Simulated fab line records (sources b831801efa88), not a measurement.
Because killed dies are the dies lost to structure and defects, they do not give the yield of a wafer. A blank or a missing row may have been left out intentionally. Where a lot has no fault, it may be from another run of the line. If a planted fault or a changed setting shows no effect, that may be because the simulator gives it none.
fab line records    flow sky130
record: lots: 10  wafers: 30  lastDay: 50
route steps=708 shown CONTACT@433 METAL1@449 VIA1@472 METAL2@484 PAD_OPEN@708
lots untouched by any fault: they come from a run of this same line in which no faults occurred
startH: the number of hours between the record's first day and the start of the first shown wafer of the lot    waitH: hours since the lot's step before    " the same as in the row above    L1.1+2: a single row standing in for several wafers    - no value, or no start given    * or withheld: withheld    < > ~ a bound
route shown NAME@n: a module of which the file shows steps, and the number in the route of the first    usual: mean and standard deviation over wafers with no fault    same: alike in all rows    chamber/n: place in a boat    sites: per-site readings    _std_site: how widely they spread, as a standard deviation    _edge_site: the outer-site mean with the inner-site mean subtracted    radiusMm: for every site, how far away it sits from the centre of the wafer    mask NAME#n: copy n    behind: tool/chamber where the wafer was last shaped    hold: why the lot was held/for how many hours/how that ended    device: which transistor (n, p or np) failed to switch    end of line: tests of these same wafers at the route's end    a step with no rows: only its recipe    killed: the dies lost at the first sort to structure and to defects; this is not the yield of the wafer    map: per-die view of a wafer (x killed, . not killed, _ where there is no die)
set.NAME: the setting as run; set.NAME@STEP: as run at that earlier step    model.NAME: the simulator's own value behind a step, which no gauge read
the route's steps for a sample of lots (tables are steps, rows are wafers)
services: the hour from which a tool's chamber was out of use, counted from the record's first day as startH (under 0 if before that day), plus the number of hours and why
== steps ==
step: SKY_CONTACT_CMP_27
recipe: stopOn: SiO2  tOverpolishS: 15  downForcePsi: 3.5  platenRpm: 60  targetThkNm: 0  padVelocityMS: 0.94248
usual: edgeZonePressureFrac: 1.000/0.0045  motorCurrentA: 10.7/1.1  overpolishRunS: 14.999/0.0098  slurryFilterDpKPa: 13.52/0.14  timeToEndpointS: 83/4.8
lot.wafer  tool    chamber  startH  waitH  edgeZonePressureFrac  motorCurrentA  overpolishRunS  slurryFilterDpKPa  timeToEndpointS
L162.2     cmp-01  0        812.96  0.1    0.999                 12.1           15.014          13.53              91
L162.4     "       2        "       "      0.992                 10.4           14.997          13.58              90
L162.6     "       0        "       "      1.003                 12.2           15.012          13.66              93
L163.3     cmp-02  0        818.48  0.0    1.003                 11.6           14.993          13.47              82
L163.1     "       2        "       "      1.000                 8.9            14.999          13.39              90
L163.4     "       3        "       "      0.998                 10.3           14.998          13.74              83
L164.3     cmp-02  3        831.51  0.0    1.001                 10.6           15.002          13.57              85
L164.5     "       3        "       "      0.996                 10.2           15.001          13.62              81
L164.6     "       0        "       "      1.001                 12.0           15.018          13.51              83
L171.1     cmp-01  1        871.09  0.1    1.000                 11.1           14.996          13.59              82
L171.3     "       0        "       "      1.000                 11.6           14.994          13.45              84
L171.6     "       1        "       "      1.000                 10.9           15.013          13.75              84
L170.2     cmp-02  3        876.32  0.0    0.999                 10.1           14.989          13.70              79
L170.1     "       0        "       "      0.993                 11.7           14.993          13.48              81
L170.6     "       3        "       "      1.002                 10.2           14.999          13.71              83
L172.1     cmp-02  2        891.52  0.1    1.013                 8.0            15.000          13.65              89
L172.3     "       0        "       "      1.012                 11.7           14.982          13.48              83
L172.6     "       1        "       "      1.003                 11.8           14.995          13.75              81
L174.1     cmp-02  3        892.54  0.1    1.001                 10.2           14.992          13.46              79
L174.4     "       1        "       "      1.006                 11.7           15.003          13.51              79
L174.6     "       3        "       "      1.000                 10.2           15.000          13.55              75
L173.1     cmp-01  1        902.27  0.1    1.000                 11.2           14.999          13.46              90
L173.3     "       2        "       "      0.996                 10.5           15.001          13.55              90
L173.5     "       3        "       "      1.001                 9.3            15.010          13.36              80
L175.2     cmp-02  1        907.95  0.0    1.001                 11.5           15.023          13.37              74
L175.5     "       1        "       "      1.000                 11.0           15.000          13.50              75
L175.6     "       2        "       "      1.000                 9.0            14.975          13.60              83
L176.4     cmp-01  3        912.03  0.1    0.998                 9.7            15.017          13.55              76
L176.2     "       0        "       "      0.998                 12.6           14.988          13.27              84
L176.3     "       1        "       "      1.003                 11.1           14.996          13.59              87
step: SKY_METAL1_CD_MEAS_15
recipe: targetCdNm: 140
usual: cdNm: 139.7/1.6
lot.wafer  tool      chamber  startH  waitH  cdNm
L162.2     cdSem-01  -        839.80  -      137.3
L162.4     "         -        "       "      138.7
L162.6     "         -        "       "      138.9
L163.1     cdSem-02  -        846.02  -      140.4
L163.3     "         -        "       "      140.4
L163.4     "         -        "       "      139.3
L164.3     cdSem-02  -        858.32  -      142.4
L164.5     "         -        "       "      140.9
L164.6     "         -        "       "      142.2
L171.1     cdSem-02  -        897.48  -      141.4
L171.3     "         -        "       "      140.7
L171.6     "         -        "       "      140.9
L170.1     cdSem-01  -        902.31  -      140.2
L170.2     "         -        "       "      140.2
L170.6     "         -        "       "      140.4
L172.1     cdSem-02  -        916.16  -      137.3
L172.3     "         -        "       "      137.7
L172.6     "         -        "       "      136.3
L174.1     cdSem-01  -        918.23  -      138.5
L174.4     "         -        "       "      140.6
L174.6     "         -        "       "      139.6
L173.1     cdSem-02  -        927.67  -      139.8
L173.3     "         -        "       "      139.7
L173.5     "         -        "       "      139.7
L175.2     cdSem-02  -        933.29  -      139.6
L175.5     "         -        "       "      140.4
L175.6     "         -        "       "      140.1
L176.2     cdSem-01  -        937.89  -      140.7
L176.3     "         -        "       "      141.9
L176.4     "         -        "       "      142.1
step: SKY_VIA1_ETCH_14
recipe: chemistry: N2/H2  target: BARC  ionEnergyEv: 200  sourceW: 500  biasW: 100  pressureMtorr: 30  n2FlowSccm: 100  h2FlowSccm: 200  stopOn: SiO2  timeS: 45.9  targetDepthA: 600
usual: biasW: 100.00/0.3  chamberPressureMTorr: 30.000/0.028  drypumpMotorCurrentA: 5.82/0.29  oesProductAu: 0.856/0.0053  throttleValvePct: 13.224/0.0089
lot.wafer  tool        chamber  startH  waitH  biasW   chamberPressureMTorr  drypumpMotorCurrentA  oesProductAu  rfHoursCounterH  throttleValvePct
L162.2     rieDiel-01  2        867.66  0.0    -       -                     -                     -             -                -
L162.4     "           3        "       "      -       -                     -                     -             -                -
L162.6     "           0        "       "      -       -                     -                     -             -                -
L163.1     rieDiel-04  3        874.51  0.0    -       -                     -                     -             -                -
L163.3     "           2        "       "      -       -                     -                     -             -                -
L163.4     "           0        "       "      -       -                     -                     -             -                -
L164.3     rieDiel-04  2        885.58  0.0    -       -                     -                     -             -                -
L164.5     "           1        "       "      -       -                     -                     -             -                -
L164.6     "           0        "       "      -       -                     -                     -             -                -
L171.1     rieDiel-01  3        923.63  0.0    100.02  30.000                5.99                  0.866         10               13.238
L171.3     "           2        "       "      99.92   29.978                5.62                  0.863         22               13.226
L171.6     "           1        "       "      99.92   30.009                6.59                  0.858         -                13.211
L170.1     rieDiel-04  1        928.53  0.0    100.03  29.941                5.66                  0.844         19               13.235
L170.2     "           3        "       "      100.30  30.001                5.87                  0.851         4                13.222
L170.6     "           3        "       "      99.82   29.969                5.88                  0.855         -                13.219
L172.1     rieDiel-04  3        942.69  0.0    99.68   30.038                5.89                  0.854         4                13.215
L172.3     "           2        "       "      99.88   29.956                5.64                  0.852         8                13.229
L172.6     "           1        "       "      100.44  30.021                5.67                  0.851         -                13.231
L174.1     rieDiel-01  1        945.38  0.0    99.82   29.992                6.62                  0.858         11               13.223
L174.4     "           3        "       "      99.84   29.999                5.96                  0.858         10               13.242
L174.6     "           0        "       "      100.17  29.975                5.99                  0.854         -                13.211
L173.1     rieDiel-01  0        953.53  0.0    99.95   30.009                5.98                  0.852         9                13.233
L173.3     "           3        "       "      100.28  30.004                5.96                  0.861         11               13.208
L173.5     "           1        "       "      100.27  30.011                6.60                  0.861         -                13.235
L175.2     rieDiel-02  3        959.34  0.0    100.17  30.033                5.58                  0.858         15               13.216
L175.5     "           0        "       "      99.68   29.969                6.18                  0.867         -                13.219
L175.6     "           1        "       "      99.84   30.023                5.67                  0.858         -                13.223
L176.2     rieDiel-02  2        963.23  0.0    100.03  30.025                5.45                  0.857         10               13.218
L176.3     "           1        "       "      100.39  30.012                5.65                  0.862         14               13.212
L176.4     "           3        "       "      100.07  30.049                5.53                  0.856         15               13.216
step: SKY_VIA1_ETCH_15
recipe: target: SiO2  chemistry: C4F8/O2/Ar  targetDepthNm: 351  stopOn: TiN  maskMaterial: KrF-thick  sourceW: 1500  biasW: 1200  pressureMtorr: 40  c4f8FlowSccm: withheld  O2_flow_sccm: 6  Ar_flow_sccm: 300  timeS: 54
usual: biasW: 1200/3.6  chamberPressureMTorr: 40.00/0.035  oesProductAu: 0.981/0.0066
lot.wafer  tool        chamber  startH  waitH  biasW  chamberPressureMTorr  oesProductAu  rfHoursCounterH
L162.2     rieDiel-01  2        867.70  0.0    1198   39.98                 0.368         21
L162.4     "           3        "       "      1205   40.01                 0.382         -
L162.6     "           0        "       "      1199   40.04                 0.367         -
L163.1     rieDiel-04  3        874.55  0.0    1206   40.01                 0.371         3
L163.3     "           2        "       "      1200   40.00                 0.375         6
L163.4     "           0        "       "      1199   40.07                 0.371         6
L164.3     rieDiel-04  2        885.62  0.0    1207   40.03                 0.371         7
L164.5     "           1        "       "      1195   40.04                 0.381         -
L164.6     "           0        "       "      1199   39.99                 0.373         -
L171.1     rieDiel-01  3        923.67  0.0    1202   39.97                 0.977         10
L171.3     "           2        "       "      1198   40.05                 0.981         23
L171.6     "           1        "       "      1199   39.95                 0.966         -
L170.1     rieDiel-04  1        928.57  0.0    1195   40.07                 0.976         19
L170.2     "           3        "       "      1199   39.99                 0.981         4
L170.6     "           3        "       "      1198   39.97                 0.991         -
L172.1     rieDiel-04  3        942.73  0.0    1205   39.99                 0.988         4
L172.3     "           2        "       "      1196   40.03                 0.982         8
L172.6     "           1        "       "      1207   40.06                 0.981         -
L174.1     rieDiel-01  1        945.42  0.0    1205   40.04                 0.964         11
L174.4     "           3        "       "      1199   39.95                 0.976         10
L174.6     "           0        "       "      1194   40.03                 0.980         -
L173.1     rieDiel-01  0        953.57  0.0    1200   40.07                 0.976         9
L173.3     "           3        "       "      1192   40.03                 0.972         11
L173.5     "           1        "       "      1202   40.00                 0.981         -
L175.2     rieDiel-02  3        959.38  0.0    1198   40.01                 0.984         15
L175.5     "           0        "       "      1196   39.93                 0.971         -
L175.6     "           1        "       "      1203   39.91                 0.984         -
L176.2     rieDiel-02  2        963.27  0.0    1198   39.93                 0.970         10
L176.3     "           1        "       "      1201   40.05                 0.990         14
L176.4     "           3        "       "      1197   39.96                 0.988         15
step: SKY_VIA1_STRIP_16
recipe: chemistry: O2/N2  powerW: 1400  pressureMtorr: 1500  platenTempC: withheld  o2FlowSccm: 3000  n2FlowSccm: 300  overashFraction: 0.5
usual: drypumpMotorCurrentA: 5.8/0.51  oesProductAu: 0.416/0.0045  stripTimeToEndpointS: 4.458/0.023
lot.wafer  tool            chamber  startH  waitH  drypumpMotorCurrentA  oesProductAu  rfHoursCounterH  stripTimeToEndpointS
L162.2     plasmaAsher-01  1        867.75  0.0    6.3                   0.434         43               4.888
L162.4     "               1        "       "      6.3                   0.444         -                4.929
L162.6     "               1        "       "      6.3                   0.434         -                4.916
L163.1     plasmaAsher-01  0        874.60  0.0    5.3                   0.427         44               4.906
L163.3     "               1        "       "      6.3                   0.432         -                4.903
L163.4     "               0        "       "      5.3                   0.430         -                4.886
L164.3     plasmaAsher-01  0        885.70  0.1    5.3                   0.433         -                4.907
L164.5     "               1        "       "      6.3                   0.436         -                4.907
L164.6     "               0        "       "      5.3                   0.437         -                4.915
L171.1     plasmaAsher-04  1        923.72  0.0    5.1                   0.423         19               4.472
L171.3     "               1        "       "      5.1                   0.415         -                4.451
L171.6     "               1        "       "      5.1                   0.420         -                4.510
L170.1     plasmaAsher-04  0        928.62  0.0    5.8                   0.410         19               4.417
L170.2     "               1        "       "      5.1                   0.412         19               4.446
L170.6     "               1        "       "      5.1                   0.412         -                4.420
L172.1     plasmaAsher-01  1        942.78  0.0    6.3                   0.411         51               4.465
L172.3     "               1        "       "      6.3                   0.417         -                4.425
L172.6     "               1        "       "      6.3                   0.415         -                4.447
L174.1     plasmaAsher-01  0        945.47  0.0    5.3                   0.426         51               4.503
L174.4     "               1        "       "      6.3                   0.416         -                4.493
L174.6     "               0        "       "      5.3                   0.418         -                4.465
L173.1     plasmaAsher-03  0        953.62  0.0    6.5                   0.414         118              4.463
L173.3     "               1        "       "      5.6                   0.412         -                4.474
L173.5     "               1        "       "      5.6                   0.411         -                4.461
L175.2     plasmaAsher-03  0        959.43  0.0    6.4                   0.414         119              4.475
L175.5     "               0        "       "      6.5                   0.417         -                4.498
L175.6     "               1        "       "      5.6                   0.413         -                4.490
L176.2     plasmaAsher-03  1        963.32  0.0    5.6                   0.418         119              4.479
L176.3     "               0        "       "      6.5                   0.413         -                4.485
L176.4     "               1        "       "      5.6                   0.409         -                4.453
step: SKY_METAL2_SPUTTER_01
recipe: material: TiN  targetThkNm: 20  powerW: 6500  timeS: 16.7  chamberPressurePa: 0.4
usual: throttleValvePct: 30.4/0.91
lot.wafer  tool           chamber  startH  waitH  throttleValvePct
L171.1     pvdSputter-02  -        924.98  0.0    29.7
L171.3     "              -        "       "      31.5
L171.6     "              -        "       "      31.5
L170.1     pvdSputter-02  -        929.97  0.0    31.4
L170.2     "              -        "       "      29.6
L170.6     "              -        "       "      31.4
L172.1     pvdSputter-02  -        944.03  0.0    31.4
L172.3     "              -        "       "      31.1
L172.6     "              -        "       "      31.4
L174.1     pvdSputter-04  -        946.72  0.0    30.9
L174.4     "              -        "       "      29.6
L174.6     "              -        "       "      29.6
L173.1     pvdSputter-02  -        954.87  0.0    31.3
L173.3     "              -        "       "      31.6
L173.5     "              -        "       "      31.3
L175.2     pvdSputter-04  -        960.71  0.0    30.9
L175.5     "              -        "       "      29.1
L175.6     "              -        "       "      30.9
L176.2     pvdSputter-04  -        964.57  0.0    29.5
L176.3     "              -        "       "      30.7
L176.4     "              -        "       "      29.7
step: SKY_PAD_OPEN_PROBE_99
usual: defectLimitedYield: 82.1/1.9  killed_at_M0_to_M3: 44/7.3  killed_at_M4_up: 3.5/1.8  killedAtContacts: 24/5.8  killedAtFrontEnd: 16/4.3  killedAtOther: 0.5/0.68  killedDies: 88/9.4  killedOnRim: 17/3.7  killedOpen: 48/6.8  killedShort: 40/6.1  sort_bin_3_pad_short: 0.9/0.39  sort_bin_5_function: 10.5/1.4  sort_bin_6_memory: 6.4/1.1  sortNPass: 404/9.4  sortYieldPct: 82.1/1.9
same: grossDies: 492  killedAtBackSide: 0  sort_bin_4_leakage[%]: 0  sort_bin_8_speed[%]: 0
lot.wafer  tool       chamber  startH   waitH  defectLimitedYield[%]  killed_at_M0_to_M3  killed_at_M4_up  killedAtContacts  killedAtFrontEnd  killedAtOther  killedDies  killedOnRim  killedOpen  killedShort  sort_bin_3_pad_short[%]  sort_bin_5_function[%]  sort_bin_6_memory[%]  sortNPass  sortYieldPct[%]
L162.2     prober-01  -        1133.92  0.1    0                      448                 5                24                15                0              492         96           57          45           1.0                      90.4                    8.5                   0          0
L162.4     prober-01  -        1134.02  0.2    0                      446                 1                27                18                0              492         96           46          53           1.2                      91.1                    7.7                   0          0
L162.6     prober-01  -        1134.12  0.2    0                      454                 3                18                17                0              492         96           43          38           1.2                      94.3                    4.5                   0          0
L163.1     prober-02  -        1142.25  0.1    0                      437                 7                35                13                0              492         96           53          54           1.6                      91.9                    6.5                   0          0
L163.3     prober-02  -        1142.35  0.2    0                      457                 6                21                6                 2              492         96           33          41           0.8                      94.7                    4.5                   0          0
L163.4     prober-02  -        1142.40  0.2    0                      453                 4                22                13                0              492         96           42          38           1.0                      94.1                    4.9                   0          0
L164.3     prober-01  -        1146.56  0.2    0                      450                 8                16                18                0              492         96           55          35           1.2                      93.3                    5.5                   0          0
L164.5     prober-01  -        1146.66  0.2    0                      458                 2                16                15                1              492         96           45          34           1.2                      92.9                    5.9                   0          0
L164.6     prober-01  -        1146.71  0.2    0                      453                 2                18                17                2              492         96           50          44           0.6                      91.7                    7.7                   0          0
killed by level:class
L162.2 VIA1:areaEtch=390 VIA3:geometricParticle:open=12 VIA1:geometricParticle:open=10 LI_CONTACT:geometricParticle:open=9 CONTACT:geometricParticle:open=6 FIELD_ISO:geometricParticle:short=5 CONTACT:geometricParticle:short=5 VIA1:geometricParticle:short=5
L162.4 VIA1:areaEtch=392 VIA1:geometricParticle:open=14 CONTACT:geometricParticle:open=9 METAL2:geometricParticle:short=9 CONTACT:geometricParticle:short=8 POLY_GATE:geometricParticle:short=7 VIA3:geometricParticle:short=7 VIA3:geometricParticle:open=6
L162.6 VIA1:areaEtch=411 VIA3:geometricParticle:open=10 VIA1:geometricParticle:open=9 VIA2:geometricParticle:open=8 CONTACT:geometricParticle:open=7 CONTACT:geometricParticle:short=6 POLY_GATE:geometricParticle:short=5 METAL2:geometricParticle:short=5
L163.1 VIA1:areaEtch=384 CONTACT:geometricParticle:open=13 VIA1:geometricParticle:open=12 METAL1:geometricParticle:short=10 LOCAL_INTERCONNECT:geometricParticle:short=8 FIELD_ISO:geometricParticle:short=5 LI_CONTACT:geometricParticle:open=5 CONTACT:geometricParticle:short=5
L163.3 VIA1:areaEtch=418 CONTACT:geometricParticle:open=8 VIA1:geometricParticle:open=6 VIA2:geometricParticle:open=6 CONTACT:geometricParticle:short=5 METAL2:geometricParticle:short=5 VIA3:geometricParticle:open=4 VIA3:geometricParticle:short=4
L163.4 VIA1:areaEtch=412 VIA1:geometricParticle:open=8 CONTACT:geometricParticle:open=7 VIA2:geometricParticle:open=7 LOCAL_INTERCONNECT:geometricParticle:short=6 METAL2:geometricParticle:short=6 LI_CONTACT:geometricParticle:open=5 POLY_GATE:geometricParticle:short=4
L164.3 VIA1:areaEtch=401 VIA2:geometricParticle:open=10 VIA1:geometricParticle:open=9 CONTACT:geometricParticle:open=8 VIA1:geometricParticle:short=6 VIA3:geometricParticle:open=6 FIELD_ISO:geometricParticle:open=5 POLY_GATE:geometricParticle:short=4
L164.5 VIA1:areaEtch=411 METAL1:geometricParticle:short=14 VIA3:geometricParticle:open=8 VIA2:geometricParticle:open=7 CONTACT:geometricParticle:open=6 FIELD_ISO:geometricParticle:open=5 VIA1:geometricParticle:short=5 CONTACT:geometricParticle:short=4
L164.6 VIA1:areaEtch=396 VIA1:geometricParticle:open=15 METAL1:geometricParticle:short=8 CONTACT:geometricParticle:open=7 VIA2:geometricParticle:open=7 VIA1:geometricParticle:short=6 LI_CONTACT:geometricParticle:open=6 METAL2:geometricParticle:short=6
== services ==
tool            chamber  startH  hours  kind
rieDiel-04      1        789.30  4.5    repair
plasmaAsher-03  -        789.88  0.8    repair
rieDiel-04      3        795.78  9.6    repair
rieDiel-01      0        800.71  4.4    repair
rieDiel-04      -        802.84  15.6   pm
rieDiel-02      1        807.86  5.5    repair
rieDiel-04      1        819.39  4.3    repair
plasmaAsher-01  -        819.44  15.6   pm
rieDiel-01      -        827.40  2.8    pm
pvdSputter-04   -        835.29  12.5   repair
plasmaAsher-01  -        835.78  1.2    repair
cmp-02          -        843.37  5.6    repair
rieDiel-02      2        844.96  7.2    repair
plasmaAsher-01  -        863.68  1.1    repair
rieDiel-01      1        864.55  8.2    repair
rieDiel-02      -        874.98  0.5    repair
cmp-01          -        876.30  3.9    pm
cmp-02          -        884.25  6.9    pm
cmp-01          -        903.75  0.4    repair
pvdSputter-02   -        904.34  5.0    repair
rieDiel-01      -        908.82  0.8    repair
cmp-02          -        915.22  4.0    pm
rieDiel-02      -        932.82  14.6   pm
plasmaAsher-01  -        949.66  28.1   pm
== key ==
firstSign: step: SKY_VIA1_ETCH_14  reading: toolRecord  direction: missing
effect: step: SKY_VIA1_ETCH_15  reading: oesProductAu  direction: down  sigmas: 92  usual: 0.981  struck: 0.373
effect: step: SKY_VIA1_STRIP_16  reading: stripTimeToEndpointS  direction: up  sigmas: 19  usual: *  struck: *
effect: step: SKY_PAD_OPEN_PROBE_99  reading: sort_bin_5_function  direction: up  sigmas: 60  usual: 10.5  struck: 92.7
moreKillsBornAt: SKY_VIA1_ETCH_14@rieDiel-04: 2422  SKY_VIA1_ETCH_14@rieDiel-01: 1193
metAt SKY_VIA1_ETCH_14
struckLots L162,L163,L164
laterRowsLeftOut L162.2,L162.4,L162.6,L163.1,L163.3,L163.4,L164.3,L164.5,L164.6
notActingAt SKY_CONTACT_CMP_27,SKY_METAL1_CD_MEAS_15,SKY_METAL2_SPUTTER_01
fault: kind: skippedStepWhole  tool: rieDiel-01,rieDiel-04  chamber: -  onsetH: 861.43  steps: SKY_VIA1_ETCH_14  scope: struckLotsOnly
laterRowsLeftOut: the simulator's readings of these wafers behind a module that went badly wrong aren't trusted and aren't shown, but for the sort
